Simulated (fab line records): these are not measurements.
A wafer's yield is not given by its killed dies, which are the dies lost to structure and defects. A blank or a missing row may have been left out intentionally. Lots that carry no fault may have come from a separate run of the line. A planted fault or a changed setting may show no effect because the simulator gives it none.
Comparing a struck lot with a sound one + flow gf180mcu + 16 out of 602 route steps
Sound: these wafers, L622.3, L622.4, L622.5. Struck: wafers L616.2, L616.3, L616.6. The cause is given at the end.
Per side, at each step with rows, come the tool, then ch with its chambers, and then its first start. Under that, the readings that differ: sound wafers + struck wafers + difference of the means + sigmas: that difference in standard deviations of wafers without a fault.
alike: words and numbers the same on both sides, and readings whose means are apart by under 2 such deviations; not compared: readings that were withheld, readings missing a value for some wafer, numbers with overlapping values and no deviation given by the record, and bounds like >300 which may hide the same value.
A row with sigmas, a row that says differs or no value, or rows on one side alone: a step with any of these is where the two part. Numbers that have no deviation but don't overlap get no sigmas and don't part them. Lack of a reading on every wafer of one side parts them only where that side has two or more wafers.

GF_MIM_STRIP_20: strips in O2/N2.
  sound on plasma asher-04 ch 0,1, day 31 16:17; struck on plasma asher-04 ch 0,1, day 30 03:51
  alike: drypump motor current A, heater power w, oes product au, strip time to endpoint s
  not compared: rf hours counter h
then, 9 steps without rows for these wafers: GF_MIM_STRIP_21 (strips in post etch residue remover, time 1200 s); GF_MIM_CLEAN_22 (cleans in DIW); GF_M5_DEHYDRATE_00 (time 60 s); GF_M5_HMDS_01 (prime time 60 s); GF_M5_COAT_02 (resist thk 1000 nm); GF_M5_SOFTBAKE_03 (time 60 s); GF_M5_EXPOSE_04 (exposes mask Metal5, target cd 280 nm); GF_M5_PEB_05 (peb time 90 s); GF_M5_DEVELOP_06 (develop time 60 s).
GF_M5_CD_MEAS_07 targets a cd of 280 nm.
  sound on cd sem-01, day 32 09:26; struck on cd sem-01, day 30 22:07
  alike: cd nm
GF_M5_OVL_MEAS_08:
  sound on overlay-02, day 32 09:31; struck on overlay-02, day 30 22:13
  alike: M5_OVL
GF_M5_ETCH_09: etches Si3N4 in CF4/O2, target depth 52 nm, time 11.6 s.
  sound on rie diel-02 ch 2,3, day 32 09:32; struck on rie diel-02 ch 1,2,3, day 30 22:14
  no value came back on the struck wafers for any of 6 readings (O2_flow_sccm (sccm), bias w (W) and others); on the sound wafers O2_flow_sccm (sccm) reads 9.97 10.00 9.95
| reading                             | sound             | struck          | difference | sigmas |
|-------------------------------------|-------------------|-----------------|------------|--------|
| model.KrF_of_M5_COAT_02.thk nm (nm) | 948.6 945.2 948.9 | 987.8 985.2 986 | +38.8      |        |
  not compared: rf hours counter h
GF_M5_METAL_ETCH_10: etches the open film in Cl2/BCl3, stops on SiO2, target depth 627.5 nm, time 104.6 s.
  sound on rie metal-04 ch 0,1, day 32 09:36; struck on rie metal-02 ch 0, day 30 22:18
| reading                             | sound         | struck            | difference | sigmas |
|-------------------------------------|---------------|-------------------|------------|--------|
| model.KrF_of_M5_COAT_02.thk nm (nm) | 701.4 694 696 | 736.2 733.7 733.2 | +37.2      |        |
  alike: bcl3 flow sccm, bias w, drypump motor current A, oes product au, throttle valve pct
  not compared: rf hours counter h
GF_M5_STRIP_11: strips in O2/N2.
  sound on plasma asher-02 ch 0,1, day 32 09:43; struck on plasma asher-02 ch 0,1, day 30 22:29
| reading                      | sound             | struck            | difference | sigmas |
|------------------------------|-------------------|-------------------|------------|--------|
| oes product au (a.u.)        | 0.545 0.547 0.547 | 0.553 0.556 0.558 | +0.009     | +2     |
| strip time to endpoint s (s) | 7.54 7.47 7.49    | 7.90 7.85 7.84    | +0.36      | +12    |
  alike: drypump motor current A, heater power w
  not compared: rf hours counter h
then, 1 step without rows for these wafers: GF_M5_STRIP_12 (strips in post etch residue remover, time 1200 s).

== WHERE THEY PART ==
Last at GF_M5_STRIP_11 as far as this record goes, first at GF_M5_ETCH_09.

WHY: whatever the simulator had introduced
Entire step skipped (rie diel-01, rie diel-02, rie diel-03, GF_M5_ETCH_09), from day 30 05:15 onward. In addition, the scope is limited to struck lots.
